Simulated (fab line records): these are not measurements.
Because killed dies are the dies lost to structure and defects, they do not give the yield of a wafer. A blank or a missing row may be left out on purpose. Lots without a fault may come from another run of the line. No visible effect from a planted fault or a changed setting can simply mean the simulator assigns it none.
Code-filled problem report in 8D (eight disciplines) form :: flow sky130 :: the parts of the form that need people (team, actions taken, sign-off) are left out

1. THE ISSUE
stripTimeToEndpointS at SKY_METAL3_STRIP_19 reads a mean of 7.13 s on 6 wafers of 2 lots; wafers without a fault read 6.41 s with a standard deviation of 0.074. Measured from the usual mean, that is +9.7 standard deviations.
The step: strips in O2/N2.
First observed at day 43 22:32: wafer L990.2, on plasmaAsher-01. The record has a number at this step for 33 wafers belonging to 11 lots. By rule, "out" or "out of limits" means more than 4 standard deviations away from the usual mean. The rest of the wafers with a number are treated as sound.

2. WHAT IT IS, AND WHAT IT ISN'T
question: which readings at this step
is: stripTimeToEndpointS, oesProductAu
is not: drypumpMotorCurrentA

question: which lots
is: L990, L992
is not: L971, L972, L973, L976, L978, L983, L984, L991, L994

question: which wafers of those lots
is: all that have a number
is not: -

question: read on which tools
is: plasmaAsher-01, plasmaAsher-04
is not: plasmaAsher-03

question: when
is: from day 43 22:32
is not: up to then (21 sound wafers); but 6 sound wafers of L991, L994 came after

3. SUSPECTS, AND WHAT RULES EACH OUT
Counting: any tool at a process step up to the reading is kept as a suspect provided that every lot that is out went through it and no sound lot did after the first of them.
- cmp-01 at SKY_VIA2_CMP_24 (polishes, stops on SiO2, t overpolish 20 s, target thk 0 nm): ruled out as a lasting fault. Sound lots L994 ran on it after its first lot that is out, L990 (day 41 22:02).
- lithoTrack-02 at SKY_METAL3_COAT_08 (resist thk 1140 nm): kept. All lots that are out passed through it, beginning with L990 at day 43 10:00, and no sound lot followed; its final sound lot before that point was L976 at day 39 07:00.
After counting, what remains is lithoTrack-02 at SKY_METAL3_COAT_08.

4. THE CAUSE (what the simulator had put in)
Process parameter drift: lithoTrack-02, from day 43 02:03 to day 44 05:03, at SKY_METAL3_COAT_08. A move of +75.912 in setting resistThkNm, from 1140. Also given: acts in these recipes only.
The count eliminated every tool but this one.

5. THE CHAIN OF EFFECTS, in route order
One row per reading whose mean, taken over the struck wafers that have a number, lies over 3 standard deviations from the usual. Only readings whose record carries a usual standard deviation are examined. hours: median over the lots of the time between each lot's start at the first step of this table that gives one and its start at this step. sigmas: the change, counted in usual standard deviations.
hours: 0
step: SKY_METAL3_STRIP_19
reading: oesProductAu
usual: 0.497 a.u.
on struck wafers: 0.527
change: +0.030
sigmas: +5.3

hours: 0
step: SKY_METAL3_STRIP_19
reading: stripTimeToEndpointS
usual: 6.41 s
on struck wafers: 7.13
change: +0.72
sigmas: +9.7
It contains these process steps:
- SKY_METAL3_STRIP_19: strips in O2/N2.

6. WHAT WOULD HAVE CAUGHT IT SOONER
In this record the first reading out of limits was taken at day 43 22:32, 20 hours after the fault began at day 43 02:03.
Among the 2 lots that are out, L992 began SKY_METAL3_COAT_08 on lithoTrack-02 after day 43 22:32. It would have been spared by a hold on the tool at that moment.
